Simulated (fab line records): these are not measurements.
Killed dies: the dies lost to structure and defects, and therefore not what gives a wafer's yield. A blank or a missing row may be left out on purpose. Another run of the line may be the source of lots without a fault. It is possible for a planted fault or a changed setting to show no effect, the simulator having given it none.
Matching of chambers	flow gf180mcu	GF_V5_CVD_02 on pecvd-04 has 3 sister chambers
The step deposits SiO2 from TEOS, target thk 1450 nm, time 163.28 s. 14 wafers are shown with their chamber, then 7 later ones without.

EACH WAFER AND ITS CHAMBER
wafer	chamber	heaterPowerW (W)
L635.1	0	744
L635.3	1	668
L635.4	2	641
L638.1	2	741
L638.2	1	734
L638.6	1	606
L639.2	0	853
L639.3	1	759
L639.5	2	773
L646.2	2	779
L646.4	0	874
L646.6	1	604
L647.1	2	645
L647.2	0	795

SIGNATURES (averages over the wafers above)
reading	chamber 0	chamber 1	chamber 2	scatter within a chamber
heaterPowerW	816.50	674.20	715.80	66.9
Rule: for each reading, subtract the chamber's mean from the wafer's reading, divide by that reading's scatter and square the result; add these up over the readings and take the root, which gives the wafer's distance from the chamber. If the next closest chamber is less than 2 further off than the closest, the wafer can't be placed; otherwise it belongs to the closest. How the scatter is found: for the shown wafers, subtract from each reading the mean of its chamber, square and add these, divide the total by (wafers less chambers), then take the root.

WAFERS WITHOUT THEIR CHAMBER
wafer	heaterPowerW (W)
L647.5	869
L650.2	725
L650.4	751
L650.5	843
L652.2	727
L652.3	818
L652.5	603

WHICH CHAMBER EACH ONE RAN IN
wafer	from the rows above	in truth
L647.5	can't be placed: 0 or 2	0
L650.2	can't be placed: 2 or 1 or 0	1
L650.4	can't be placed: 2 or 0 or 1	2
L650.5	can't be placed: 0 or 2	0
L652.2	can't be placed: 2 or 1 or 0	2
L652.3	can't be placed: 0 or 2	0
L652.5	can't be placed: 1 or 2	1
Placed correctly: 0 of 7. Unplaceable from these rows: 7, with the true chamber sitting among the candidates in 7. Wrongly placed: 0.
